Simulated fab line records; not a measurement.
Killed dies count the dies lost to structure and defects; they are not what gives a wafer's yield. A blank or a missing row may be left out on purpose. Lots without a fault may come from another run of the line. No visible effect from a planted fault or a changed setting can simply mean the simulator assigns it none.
fab line records | flow gf180mcu
record: lots: 14 | wafers: 40 | last-day: 34
route steps=602 shown LVPWELL@61 VT_IMPLANT@108 SAB@264 M4@461
lots that met no fault: taken from a fault-free run of the same line
start-h: hours from the record's opening day to when the first of the lot's shown wafers began | wait-h: how many hours have passed since the lot's step before this one | " same as the row above | L1.1+2: a row that stands for several wafers | - no value, or no start was given | * or withheld: withheld | < > ~ a bound
route shown NAME@n: names a module that has steps shown in the file, with the first one's number in the route | usual: average and standard deviation across the fault-free wafers | same: alike in all rows | chamber/n: place in a boat | sites: readings site by site | _std_site: standard deviation across them | _edge_site: mean of outer sites minus mean of inner sites | radius-mm: how far each site lies from the wafer's centre | mask NAME#n: copy n | behind: the last tool/chamber to shape the wafer | hold: why the lot went on hold/how many hours it stayed there/how the hold came to an end | device: the n, p or np transistor that did not switch | end of line: the same wafers' tests at the end of the route | where a step has no rows: the recipe by itself | killed: the dies lost at the first sort to structure and to defects; this is not the yield of the wafer | map: per-die view of a wafer (x killed, . not killed, _ where there is no die)
set.NAME: setting as actually run; set.NAME@STEP: the setting as run at that earlier step | model.NAME: the simulator's own value behind a step, which no gauge read
the route's steps for a sample of lots (tables are steps, rows are wafers)
services: when a tool's chamber went out of use (start-h, in hours from the record's first day, below 0 if earlier), for how many hours, and the reason
== steps ==
step: GF_LVPWELL_OVL_MEAS_07
usual: LVPWELL_OVL: -0.3/1.5
lot.wafer | tool       | chamber | start-h | wait-h | LVPWELL_OVL[nm]
L619.1    | overlay-01 | -       | 68.34   | -      | -0.6
L619.4    | "          | -       | "       | "      | 0.2
L619.6    | "          | -       | "       | "      | -0.4
L621.1    | overlay-01 | -       | 80.34   | -      | 1.3
L621.4    | "          | -       | "       | "      | 1.6
L621.6    | "          | -       | "       | "      | 0.3
L622.1    | overlay-01 | -       | 85.79   | -      | -1.6
L622.2    | "          | -       | "       | "      | -1.3
L622.6    | "          | -       | "       | "      | -3.0
L623.2    | overlay-02 | -       | 91.85   | -      | -0.8
L623.3    | "          | -       | "       | "      | -0.2
L623.6    | "          | -       | "       | "      | 0.1
L624.3    | overlay-01 | -       | 100.15  | -      | -2.0
L624.5    | "          | -       | "       | "      | -1.6
L624.6    | "          | -       | "       | "      | -1.2
L625.2    | overlay-02 | -       | 104.61  | -      | -0.6
L625.4    | "          | -       | "       | "      | -2.0
L625.6    | "          | -       | "       | "      | 0.1
L626.1    | overlay-02 | -       | 109.79  | -      | 0.0
L626.4    | "          | -       | "       | "      | -0.1
L626.6    | "          | -       | "       | "      | 1.3
L627.1    | overlay-01 | -       | 115.88  | -      | -0.8
L627.4    | "          | -       | "       | "      | -0.3
L627.5    | "          | -       | "       | "      | 1.6
L632.1    | overlay-01 | -       | 140.29  | -      | 1.1
L632.2    | "          | -       | "       | "      | -0.1
L633.1    | overlay-01 | -       | 152.85  | -      | -2.7
L633.4    | "          | -       | "       | "      | -3.2
L638.3    | overlay-02 | -       | 178.86  | -      | -1.0
L638.4    | "          | -       | "       | "      | -1.7
L638.6    | "          | -       | "       | "      | -0.6
L640.1    | overlay-01 | -       | 188.23  | -      | -1.1
L640.2    | "          | -       | "       | "      | 1.0
L640.6    | "          | -       | "       | "      | 1.2
L641.1    | overlay-02 | -       | 192.49  | -      | 1.4
L641.2    | "          | -       | "       | "      | 1.2
L641.5    | "          | -       | "       | "      | 2.2
L642.2    | overlay-02 | -       | 197.56  | -      | -0.2
L642.3    | "          | -       | "       | "      | -1.2
L642.4    | "          | -       | "       | "      | 0.0
step: GF_VT_IMPLANT_OVL_MEAS_18
usual: VT_IMPLANT_01_OVL: -0.8/0.98
lot.wafer | tool       | chamber | start-h | wait-h | VT_IMPLANT_01_OVL[nm]
L619.1    | overlay-01 | -       | 124.50  | 0.1    | 1.1
L619.4    | "          | -       | "       | "      | -0.8
L619.6    | "          | -       | "       | "      | 0.0
L621.1    | overlay-01 | -       | 140.01  | 0.1    | -0.8
L621.4    | "          | -       | "       | "      | -0.1
L621.6    | "          | -       | "       | "      | -0.9
L622.1    | overlay-02 | -       | 146.89  | 0.1    | -2.8
L622.2    | "          | -       | "       | "      | -1.7
L622.6    | "          | -       | "       | "      | -2.6
L623.2    | overlay-01 | -       | 152.45  | 0.1    | -0.4
L623.3    | "          | -       | "       | "      | -0.4
L623.6    | "          | -       | "       | "      | -1.0
L624.3    | overlay-01 | -       | 161.55  | 0.1    | -0.5
L624.5    | "          | -       | "       | "      | -1.4
L624.6    | "          | -       | "       | "      | -0.2
L625.2    | overlay-01 | -       | 164.86  | 0.1    | 0.1
L625.4    | "          | -       | "       | "      | -1.1
L625.6    | "          | -       | "       | "      | -0.1
L626.1    | overlay-02 | -       | 172.90  | 0.1    | -0.8
L626.4    | "          | -       | "       | "      | 0.4
L626.6    | "          | -       | "       | "      | -2.0
L627.1    | overlay-02 | -       | 179.79  | 0.1    | -0.4
L627.4    | "          | -       | "       | "      | 0.4
L627.5    | "          | -       | "       | "      | -0.4
L632.1    | overlay-01 | -       | 206.65  | 0.1    | -0.6
L632.2    | "          | -       | "       | "      | 1.1
L633.1    | overlay-01 | -       | 219.80  | 0.1    | -0.8
L633.4    | "          | -       | "       | "      | -1.5
L638.3    | overlay-02 | -       | 249.70  | 0.1    | -0.6
L638.4    | "          | -       | "       | "      | -1.4
L638.6    | "          | -       | "       | "      | 0.4
L640.1    | overlay-01 | -       | 260.86  | 0.1    | -0.3
L640.2    | "          | -       | "       | "      | -0.5
L640.6    | "          | -       | "       | "      | -1.6
L641.1    | overlay-02 | -       | 265.20  | 0.1    | -1.3
L641.2    | "          | -       | "       | "      | -0.3
L641.5    | "          | -       | "       | "      | -0.3
L642.2    | overlay-02 | -       | 271.81  | 0.1    | 0.3
L642.3    | "          | -       | "       | "      | 0.5
L642.4    | "          | -       | "       | "      | -0.8
step: GF_SAB_CVD_00
recipe: material: SiO2 | target-thk-nm: 50 | precursor: TEOS | temp-c: 400 | time-s: 4.9302 | rf-w: 600
usual: heater-power-w: 635/130
lot.wafer | tool     | chamber | start-h | wait-h | heater-power-w | since-wet-clean-h
L619.1    | pecvd-01 | 1       | 316.57  | 0.1    | 635            | 558
L619.4    | "        | 1       | "       | "      | 631            | -
L619.6    | "        | 2       | "       | "      | 489            | -
L621.1    | pecvd-02 | 2       | 340.07  | 0.1    | 1027           | 374
L621.4    | "        | 0       | "       | "      | 618            | -
L621.6    | "        | 2       | "       | "      | 1019           | -
L622.1    | pecvd-04 | 1       | 348.52  | 0.1    | 646            | 174
L622.2    | "        | 2       | "       | "      | 617            | 174
L622.6    | "        | 1       | "       | "      | 660            | -
L623.2    | pecvd-04 | 2       | 362.27  | 0.1    | 618            | 188
L623.3    | "        | 1       | "       | "      | 589            | 188
L623.6    | "        | 0       | "       | "      | 513            | -
L624.3    | pecvd-01 | 0       | 365.73  | 0.1    | 644            | 608
L624.5    | "        | 1       | "       | "      | 678            | -
L624.6    | "        | 0       | "       | "      | 623            | -
L625.2    | pecvd-04 | 0       | 370.28  | 0.1    | 448            | 196
L625.4    | "        | 1       | "       | "      | 659            | -
L625.6    | "        | 2       | "       | "      | 594            | -
L626.1    | pecvd-04 | 0       | 378.68  | 0.1    | 571            | 204
L626.4    | "        | 0       | "       | "      | 568            | -
L626.6    | "        | 1       | "       | "      | 586            | -
L627.1    | pecvd-02 | 2       | 390.38  | 0.1    | 1019           | 424
L627.4    | "        | 0       | "       | "      | 575            | -
L627.5    | "        | 1       | "       | "      | 619            | -
L632.1    | pecvd-04 | 1       | 426.80  | 0.1    | 536            | 252
L632.2    | "        | 0       | "       | "      | 594            | 252
L633.1    | pecvd-04 | 0       | 444.24  | 0.1    | 568            | 270
L633.4    | "        | 1       | "       | "      | 634            | -
L638.3    | pecvd-01 | 2       | 484.47  | 0.1    | 562            | 726
L638.4    | "        | 0       | "       | "      | 645            | -
L638.6    | "        | 1       | "       | "      | 672            | -
L640.1    | pecvd-01 | 0       | 494.27  | 0.1    | 664            | 736
L640.2    | "        | 2       | "       | "      | 553            | 736
L640.6    | "        | 2       | "       | "      | 551            | -
L641.1    | pecvd-02 | 2       | 507.32  | 0.1    | 1085           | 541
L641.2    | "        | 1       | "       | "      | 545            | 541
L641.5    | "        | 0       | "       | "      | 624            | -
L642.2    | pecvd-02 | 1       | 512.54  | 0.1    | 660            | 546
L642.3    | "        | 2       | "       | "      | 970            | 546
L642.4    | "        | 0       | "       | "      | 603            | -
step: GF_SAB_THK_MEAS_01
recipe: reads: SiO2_of_SAB_CVD_00
usual: SAB_CVD_00_THK: 50.0/0.75
lot.wafer | tool          | chamber | start-h | wait-h | SAB_CVD_00_THK[nm]
L619.1    | film-metro-04 | -       | 316.59  | 0.0    | 49.7
L619.4    | "             | -       | "       | "      | 50.5
L619.6    | "             | -       | "       | "      | 50.5
L621.1    | film-metro-02 | -       | 340.09  | 0.0    | 49.4
L621.4    | "             | -       | "       | "      | 50.1
L621.6    | "             | -       | "       | "      | 49.2
L622.1    | film-metro-04 | -       | 348.54  | 0.0    | 49.7
L622.2    | "             | -       | "       | "      | 48.4
L622.6    | "             | -       | "       | "      | 50.8
L623.2    | film-metro-04 | -       | 362.30  | 0.0    | 49.1
L623.3    | "             | -       | "       | "      | 50.2
L623.6    | "             | -       | "       | "      | 51.0
L624.3    | film-metro-04 | -       | 365.77  | 0.0    | 49.7
L624.5    | "             | -       | "       | "      | 50.7
L624.6    | "             | -       | "       | "      | 50.0
L625.2    | film-metro-04 | -       | 370.31  | 0.0    | 49.8
L625.4    | "             | -       | "       | "      | 51.4
L625.6    | "             | -       | "       | "      | 50.5
L626.1    | film-metro-01 | -       | 378.70  | 0.0    | 50.0
L626.4    | "             | -       | "       | "      | 50.9
L626.6    | "             | -       | "       | "      | 51.5
L627.1    | film-metro-01 | -       | 390.40  | 0.0    | 49.6
L627.4    | "             | -       | "       | "      | 51.0
L627.5    | "             | -       | "       | "      | 50.4
L632.1    | film-metro-04 | -       | 426.82  | 0.0    | 41.5
L632.2    | "             | -       | "       | "      | 49.3
L633.1    | film-metro-02 | -       | 444.26  | 0.0    | 43.4
L633.4    | "             | -       | "       | "      | 52.2
L638.3    | film-metro-02 | -       | 484.51  | 0.0    | 49.4
L638.4    | "             | -       | "       | "      | 48.9
L638.6    | "             | -       | "       | "      | 50.9
L640.1    | film-metro-04 | -       | 494.29  | 0.0    | 48.7
L640.2    | "             | -       | "       | "      | 48.7
L640.6    | "             | -       | "       | "      | 49.9
L641.1    | film-metro-01 | -       | 507.34  | 0.0    | 49.4
L641.2    | "             | -       | "       | "      | 49.0
L641.5    | "             | -       | "       | "      | 49.8
L642.2    | film-metro-04 | -       | 512.57  | 0.0    | 48.8
L642.3    | "             | -       | "       | "      | 48.6
L642.4    | "             | -       | "       | "      | 50.2
step: GF_M4_RS_MEAS_05
recipe: thk-meas-gauge: four-point-probe | reads: TiN_of_M4_SPUTTER_04+Ti_of_M4_SPUTTER_03+AlCu_of_M4_SPUTTER_02+TiN_of_M4_SPUTTER_01+Ti_of_M4_SPUTTER_00
usual: M4_ALCU_RS: 0.0698/0.00088
lot.wafer | tool          | chamber | start-h | wait-h | M4_ALCU_RS[ohm/sq]
L619.1    | film-metro-03 | -       | 513.16  | 0.0    | 0.0711
L619.4    | "             | -       | "       | "      | 0.0694
L619.6    | "             | -       | "       | "      | 0.0702
L621.1    | film-metro-03 | -       | 540.26  | 0.0    | 0.0700
L621.4    | "             | -       | "       | "      | 0.0698
L621.6    | "             | -       | "       | "      | 0.0698
L622.1    | film-metro-01 | -       | 546.67  | 0.0    | 0.0688
L622.2    | "             | -       | "       | "      | 0.0697
L622.6    | "             | -       | "       | "      | 0.0698
L623.2    | film-metro-04 | -       | 561.64  | 0.0    | 0.0699
L623.3    | "             | -       | "       | "      | 0.0704
L623.6    | "             | -       | "       | "      | 0.0696
L624.3    | film-metro-01 | -       | 565.81  | 0.1    | 0.0687
L624.5    | "             | -       | "       | "      | 0.0701
L624.6    | "             | -       | "       | "      | 0.0698
L625.2    | film-metro-04 | -       | 569.95  | 0.0    | 0.0689
L625.4    | "             | -       | "       | "      | 0.0701
L625.6    | "             | -       | "       | "      | 0.0692
L626.1    | film-metro-04 | -       | 578.24  | 0.0    | 0.0704
L626.4    | "             | -       | "       | "      | 0.0689
L626.6    | "             | -       | "       | "      | 0.0695
L627.1    | film-metro-04 | -       | 588.46  | 0.0    | 0.0686
L627.4    | "             | -       | "       | "      | 0.0699
L627.5    | "             | -       | "       | "      | 0.0692
L632.1    | film-metro-01 | -       | 622.02  | 0.0    | 0.0692
L632.2    | "             | -       | "       | "      | 0.0694
L633.1    | film-metro-03 | -       | 636.82  | 0.0    | 0.0709
L633.4    | "             | -       | "       | "      | 0.0700
L638.3    | film-metro-04 | -       | 669.72  | 0.1    | 0.0704
L638.4    | "             | -       | "       | "      | 0.0690
L638.6    | "             | -       | "       | "      | 0.0713
L640.1    | film-metro-01 | -       | 677.56  | 0.0    | 0.0704
L640.2    | "             | -       | "       | "      | 0.0696
L640.6    | "             | -       | "       | "      | 0.0707
L641.1    | film-metro-01 | -       | 686.37  | 0.0    | 0.0695
L641.2    | "             | -       | "       | "      | 0.0705
L641.5    | "             | -       | "       | "      | 0.0693
L642.2    | film-metro-04 | -       | 692.17  | 0.0    | 0.0706
L642.3    | "             | -       | "       | "      | 0.0721
L642.4    | "             | -       | "       | "      | 0.0706
== services ==
tool     | chamber | start-h | hours | kind
pecvd-04 | -       | 309.11  | 14.6  | pm
pecvd-02 | -       | 331.19  | 1.1   | repair
pecvd-04 | -       | 379.82  | 0.3   | repair
pecvd-02 | 1       | 400.04  | 10.7  | repair
pecvd-02 | -       | 421.45  | 5.5   | pm
pecvd-02 | -       | 434.38  | 0.5   | repair
pecvd-04 | 1       | 457.08  | 4.9   | repair
pecvd-04 | 2       | 460.08  | 6.9   | repair
pecvd-04 | 0       | 463.46  | 43.0  | repair
== key ==
first-sign: step: GF_SAB_THK_MEAS_01 | reading: SAB_CVD_00_THK | direction: down | sigmas: 10 | usual: 50.0 | struck: 42.5
effect none on later readings
met-at GF_SAB_CVD_00
struck-lots L632,L633
struck-wafers L632.1,L633.1
tester-left-out L632,L633
not-acting-at GF_LVPWELL_OVL_MEAS_07,GF_VT_IMPLANT_OVL_MEAS_18,GF_M4_RS_MEAS_05
onset-between 378.68 426.80
fault: kind: process-parameter-drift | tool: pecvd-04 | chamber: - | onset-h: 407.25 | steps: GF_SAB_CVD_00 | channel: time-s | offset: * | shape: step | end-h: 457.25 | scope: struck-wafers-only | acts-in: * | stated: *
tester-left-out: of these lots the tester's yield and bins aren't shown, on N5 and GAA mostly nor the transistor test; their killed dies are dies lost to structure and defects alone, not to doping, threshold or leakage, so they don't give the yield
